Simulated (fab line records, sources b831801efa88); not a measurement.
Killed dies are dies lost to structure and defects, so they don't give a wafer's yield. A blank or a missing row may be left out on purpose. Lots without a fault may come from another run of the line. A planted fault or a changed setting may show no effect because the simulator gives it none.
Problem report in the 8D (eight disciplines) form, filled by code | flow gf180mcu | the parts of the form that need people (team, actions taken, sign-off) are left out

1. THE PROBLEM
bias_w at GF_TOP_METAL_METAL_ETCH_16 reads a mean of 175.9 W on 6 wafers of 2 lots; wafers without a fault read 140.1 W with a standard deviation of 0.38. That is +94 standard deviations from the usual mean.
The step: etches the open film in Cl2/BCl3, stops on SiO2, target depth 1197 nm, time 199.5 s.
First seen on wafer L718.3, day 31 21:31, on rie_metal-04. The record holds 30 wafers of 10 lots with a number at this step. Rule for "out", or "out of limits": more than 4 standard deviations from the usual mean. The other wafers with a number count as sound.

2. WHAT IT IS AND WHAT IT IS NOT
question                    | is                     | is not
which readings at this step | bias_w                 | drypump_motor_current_A, oes_product_au, throttle_valve_pct
which lots                  | L718, L723             | L705, L706, L707, L708, L709, L710, L725, L728
which wafers of those lots  | all that have a number | -
read on which tools         | rie_metal-04           | rie_metal-01, rie_metal-03
when                        | from day 31 21:31      | up to then (18 sound wafers); but 6 sound wafers of L725, L728 came after

3. SUSPECTS, AND WHAT RULES EACH OUT
Counting: a tool at a process step up to the reading stays a suspect if it ran every lot that is out and no sound lot after the first of them.
- rie_diel-04 at GF_V5_ETCH_17 (etches SiO2 in C4F8/O2/Ar, stops on TiN, target depth 855 nm): kept. It ran every lot that is out, first L718 (day 31 03:07), and no sound lot after that; its last sound lot up to then is L707 (day 27 20:19). GF_V5_ETCH_17 gives no start for some lots, so the hours and the order of its lots are those of GF_V5_STRIP_18.
- rie_metal-04 at GF_TOP_METAL_METAL_ETCH_16 (etches the open film in Cl2/BCl3, stops on SiO2, target depth 1197 nm, time 199.5 s): kept. It ran every lot that is out, first L718 (day 31 21:31), and no sound lot after that; its last sound lot up to then is L709 (day 29 06:59). Its own readings are out on those wafers: bias_w.
Left after counting: rie_diel-04 at GF_V5_ETCH_17, rie_metal-04 at GF_TOP_METAL_METAL_ETCH_16.

4. THE CAUSE (what the simulator had put in)
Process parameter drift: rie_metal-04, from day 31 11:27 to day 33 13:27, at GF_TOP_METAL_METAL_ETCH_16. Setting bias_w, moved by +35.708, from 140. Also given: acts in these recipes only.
Counting left 2 suspects, and this tool is among them.

5. THE CHAIN OF EFFECTS, in route order
Each row: a reading whose mean over the struck wafers that have a number lies more than 3 standard deviations from the usual. Only readings for which the record gives a usual standard deviation are gone through. hours: the time from each lot's start at the first step in this table that gives one to its start at this step, as a median over the lots. sigmas: the change in usual standard deviations.
hours | step                       | reading                  | usual   | on struck wafers | change | sigmas
0     | GF_TOP_METAL_METAL_ETCH_16 | bias_w                   | 140.1 W | 175.9            | +35.8  | +94
0     | GF_TOP_METAL_STRIP_17      | strip_time_to_endpoint_s | 12.80 s | 12.50            | -0.30  | -6.5
The process steps in it:
- GF_TOP_METAL_METAL_ETCH_16: etches the open film in Cl2/BCl3, stops on SiO2, target depth 1197 nm, time 199.5 s.
- GF_TOP_METAL_STRIP_17: strips in O2/N2.

6. WHAT WOULD HAVE CAUGHT IT SOONER
In this record the first reading out of limits was taken at day 31 21:31, 10 hours after the fault began at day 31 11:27.
